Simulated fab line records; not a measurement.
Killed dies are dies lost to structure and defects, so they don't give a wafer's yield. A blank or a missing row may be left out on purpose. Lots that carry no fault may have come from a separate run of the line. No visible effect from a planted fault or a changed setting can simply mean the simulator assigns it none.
The tool behind it: which one? | flow sky130 | 15 lots, 45 wafers sampled, at 3 steps of a route of 708

WHAT EACH GAUGE READ, for each wafer
SKY_PWDE_TW_MEAS_10. Usual: PWDE_TW 374.3, standard deviation 3.
lot  | measured    | on            | PWDE_TW           | flag
L183 | day 4 00:12 | film-metro-01 | 377.7 376.9 372.6 |
L184 | day 4 02:32 | film-metro-01 | 377.6 375.1 378.6 |
L187 | day 4 20:14 | film-metro-01 | 374.8 373.0 375.6 |
L188 | day 5 02:40 | film-metro-03 | 371.5 371.6 367.7 |
L190 | day 5 12:16 | film-metro-03 | 370.3 372.6 373.4 |
L191 | day 5 16:48 | film-metro-01 | 376.2 377.6 376.8 |
L192 | day 5 22:00 | film-metro-01 | 377.4 376.7 378.0 |
L193 | day 6 03:16 | film-metro-01 | 374.9 373.4 377.7 |
L195 | day 6 23:31 | film-metro-04 | 372.9 374.9 374.2 |
L196 | day 7 03:16 | film-metro-04 | 380.2 377.1 377.9 |
L197 | day 7 06:38 | film-metro-01 | 373.3 375.3 374.4 |
L203 | day 8 12:10 | film-metro-04 | 374.6 373.8 373.2 |
L204 | day 8 19:50 | film-metro-01 | 379.5 380.0 379.5 |
L205 | day 9 02:44 | film-metro-03 | 367.5 368.8 367.8 |
L206 | day 9 08:58 | film-metro-01 | 376.8 376.2 376.9 |

SKY_NWELL_RS_MEAS_31: a four-point-probe measurement. Usual: PWDE_RS 5310 ohm/sq, standard deviation 21.
lot  | measured     | on            | PWDE_RS (ohm/sq) | flag
L183 | day 5 11:28  | film-metro-04 | 5342 5316 5335   |
L184 | day 5 14:07  | film-metro-01 | 5312 5301 5292   |
L187 | day 6 08:22  | film-metro-04 | 5331 5337 5312   |
L188 | day 6 16:04  | film-metro-01 | 5313 5321 5314   |
L190 | day 7 03:24  | film-metro-01 | 5272 5273 5281   |
L191 | day 7 07:35  | film-metro-03 | 5302 5317 5298   |
L192 | day 7 13:53  | film-metro-04 | 5324 5321 5311   |
L193 | day 7 18:43  | film-metro-01 | 5296 5309 5327   |
L195 | day 8 15:50  | film-metro-03 | 5303 5284 5314   |
L196 | day 8 21:26  | film-metro-04 | 5264 5289 5285   |
L197 | day 9 00:37  | film-metro-04 | 5334 5339 5314   |
L203 | day 10 08:49 | film-metro-03 | 5319 5309 5317   |
L204 | day 10 17:00 | film-metro-01 | 5258 5260 5278   |
L205 | day 10 23:53 | film-metro-04 | 5316 5327 5322   |
L206 | day 11 07:37 | film-metro-01 | 5327 5327 5337   |

WHICH TOOL RAN EACH LOT (tool, then ch and the chambers of the sampled wafers, then the start)
lot  | SKY_NWELL_DEVELOP_09
L183 | litho-track-04 ch 0, day 4 16:00
L184 | litho-track-04 ch 0, day 4 19:00
L187 | litho-track-02 ch 0, day 5 12:00
L188 | litho-track-01 ch 0, day 5 19:00
L190 | litho-track-04 ch 0, day 6 06:00
L191 | litho-track-01 ch 0, day 6 10:00
L192 | litho-track-02 ch 0, day 6 16:00
L193 | litho-track-02 ch 0, day 6 21:00
L195 | litho-track-02 ch 0, day 7 18:00
L196 | litho-track-02 ch 0, day 7 23:00
L197 | litho-track-04 ch 0, day 8 02:00
L203 | litho-track-01, day 9 09:00
L204 | litho-track-02, day 9 17:00
L205 | litho-track-02, day 9 23:00
L206 | litho-track-04 ch 0, day 10 07:00
- SKY_NWELL_DEVELOP_09: develop time 60 s.

AS READ BY THE TOOLS THEMSELVES (means over the sampled wafers that have a number; for cases with no such wafer, the mark the record gives instead)
SKY_NWELL_DEVELOP_09. Usual: chill-plate-temp-C 23.00 C, standard deviation 0.12; developer-temp-C 22.99 C, standard deviation 0.11; exhaust-pa 45.1 Pa, standard deviation 0.9.
lot  | tool           | chill-plate-temp-C (C) | developer-temp-C (C) | exhaust-pa (Pa) | flag
L183 | litho-track-04 | 23.15                  | 22.92                | 44.8            |
L184 | litho-track-04 | 22.97                  | 22.93                | 45.2            |
L187 | litho-track-02 | 23.01                  | 23.19                | 44.7            |
L188 | litho-track-01 | 23.00                  | 22.90                | 44.6            |
L190 | litho-track-04 | 23.07                  | 23.13                | 46.0            |
L191 | litho-track-01 | 23.01                  | 23.03                | 45.9            |
L192 | litho-track-02 | 22.97                  | 23.10                | 43.8            |
L193 | litho-track-02 | 22.77                  | 22.97                | 45.2            |
L195 | litho-track-02 | 22.92                  | 22.84                | 44.9            |
L196 | litho-track-02 | 23.07                  | 22.96                | 45.0            |
L197 | litho-track-04 | 22.87                  | 23.00                | 44.5            |
L203 | litho-track-01 | -                      | -                    | -               | OFF
L204 | litho-track-02 | -                      | -                    | -               | OFF
L205 | litho-track-02 | -                      | -                    | -               | OFF
L206 | litho-track-04 | 23.03                  | 22.93                | 43.6            |

THE ANSWER, worked out from the rows above alone
Rule: take the mean of a lot's wafers that have a number; if it is more than 3 standard deviations from the usual mean, the lot is off. A lot without any number at a reading at which 4 lots or more have one is off too. All remaining lots with rows at the step are treated as sound. Order of review: gauges by route order, followed by the tools' own readings, for which a lot's mean as printed above is used. The first step at which some lot is off is used, and at that step the reading that is off furthest; a lot without a number counts as furthest.
Off, at SKY_NWELL_DEVELOP_09 on chill-plate-temp-C: L203, L204, L205. Without a number there: L203, L204, L205.
If a tool, at that step or one of the process steps before it, ran each lot that is off and ran no sound lot following the first of them, it fits. None of those tried fits.

WHAT THE SIMULATOR HAD INSERTED
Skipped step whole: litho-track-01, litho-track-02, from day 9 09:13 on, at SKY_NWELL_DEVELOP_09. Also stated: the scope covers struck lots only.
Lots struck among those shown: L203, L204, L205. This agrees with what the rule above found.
